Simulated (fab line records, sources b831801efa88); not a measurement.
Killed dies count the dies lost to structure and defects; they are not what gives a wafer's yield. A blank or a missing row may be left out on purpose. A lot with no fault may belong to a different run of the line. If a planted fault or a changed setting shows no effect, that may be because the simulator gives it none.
Which tool was responsible? / flow gf180mcu / 6 lots with 18 wafers sampled at 4 steps, on a route of 602 steps

## WHAT THE GAUGES SHOWED, per wafer
GF_V3_THK_MEAS_03.
lot=L967; measured=day 22 22:58; on=filmMetro-02; V3_CVD_02_THK (nm)=837 845 834
lot=L969; measured=day 23 15:50; on=filmMetro-03; V3_CVD_02_THK (nm)=829 827 844
lot=L973; measured=day 25 00:22; on=filmMetro-03; V3_CVD_02_THK (nm)=829 830 839
lot=L978; measured=day 26 05:42; on=filmMetro-01; V3_CVD_02_THK (nm)=818 1130 1110
lot=L987; measured=day 28 18:02; on=filmMetro-03; V3_CVD_02_THK (nm)=827 845 850
lot=L989; measured=day 29 11:17; on=filmMetro-02; V3_CVD_02_THK (nm)=846 851 860

## TOOL THAT RAN EACH LOT (tool first, then ch and the chambers of the sampled wafers, then the start)
lot=L967; GF_V2_CMP_04=cmp-01 ch 1,2, day 20 18:05; GF_M3_SPUTTER_04=pvdSputter-01, day 21 21:57; GF_V3_CVD_02=pecvd-04 ch 0,1,2, day 22 22:53
lot=L969; GF_V2_CMP_04=cmp-01 ch 1,2,3, day 21 13:38; GF_M3_SPUTTER_04=pvdSputter-01, day 22 15:19; GF_V3_CVD_02=pecvd-04 ch 0,1, day 23 15:46
lot=L973; GF_V2_CMP_04=cmp-02 ch 0,1, day 23 01:44; GF_M3_SPUTTER_04=pvdSputter-01, day 24 02:54; GF_V3_CVD_02=pecvd-04 ch 1,2, day 25 00:17
lot=L978; GF_V2_CMP_04=cmp-01 ch 0,1,3, day 24 10:41; GF_M3_SPUTTER_04=pvdSputter-01, day 25 07:25; GF_V3_CVD_02=pecvd-04 ch 0,1, day 26 05:38
lot=L987; GF_V2_CMP_04=cmp-02 ch 0,3, day 26 23:20; GF_M3_SPUTTER_04=pvdSputter-03, day 27 21:16; GF_V3_CVD_02=pecvd-01 ch 0,1,2, day 28 17:58
lot=L989; GF_V2_CMP_04=cmp-02 ch 0,1,3, day 27 15:56; GF_M3_SPUTTER_04=pvdSputter-03, day 28 14:39; GF_V3_CVD_02=pecvd-03 ch 0,1, day 29 11:11
- GF_V2_CMP_04: polishes SiO2.
- GF_M3_SPUTTER_04: material TiN, target thk 50 nm, time 41.7 s.
- GF_V3_CVD_02: deposits SiO2 from TEOS, target thk 850 nm, time 94.851 s.

## THE ANSWER, worked out from the rows above alone
Rule: the usual values come from the lots themselves. The widest of any qualifying gaps counts: lots, ordered by their means at a reading, are off when they make up no more than a third of the lots, leave a main group of 4 or more, and stand apart from it by 3 or more times the standard deviation of that group's means. If all means in a main group match to the digits the tables above print for the reading, that group is not used. Also off: a lot with no number at a reading for which 4 or more lots have one. The other lots that the step has rows for count as sound.
Off: L978, seen at GF_V3_THK_MEAS_03 (V3_CVD_02_THK). Main group: mean 840 nm, sd 7.1.
If a tool, at a process step before that reading, ran all the lots that are off and no sound lot after the first of them, it fits. The gauges at GF_V3_THK_MEAS_03 are tried like those tools. Can't be told from this: 4 tools fit, cmp-01 at GF_V2_CMP_04, pvdSputter-01 at GF_M3_SPUTTER_04, pecvd-04 at GF_V3_CVD_02, filmMetro-01 at GF_V3_THK_MEAS_03.

## WHAT HAD BEEN PUT IN BY THE SIMULATOR
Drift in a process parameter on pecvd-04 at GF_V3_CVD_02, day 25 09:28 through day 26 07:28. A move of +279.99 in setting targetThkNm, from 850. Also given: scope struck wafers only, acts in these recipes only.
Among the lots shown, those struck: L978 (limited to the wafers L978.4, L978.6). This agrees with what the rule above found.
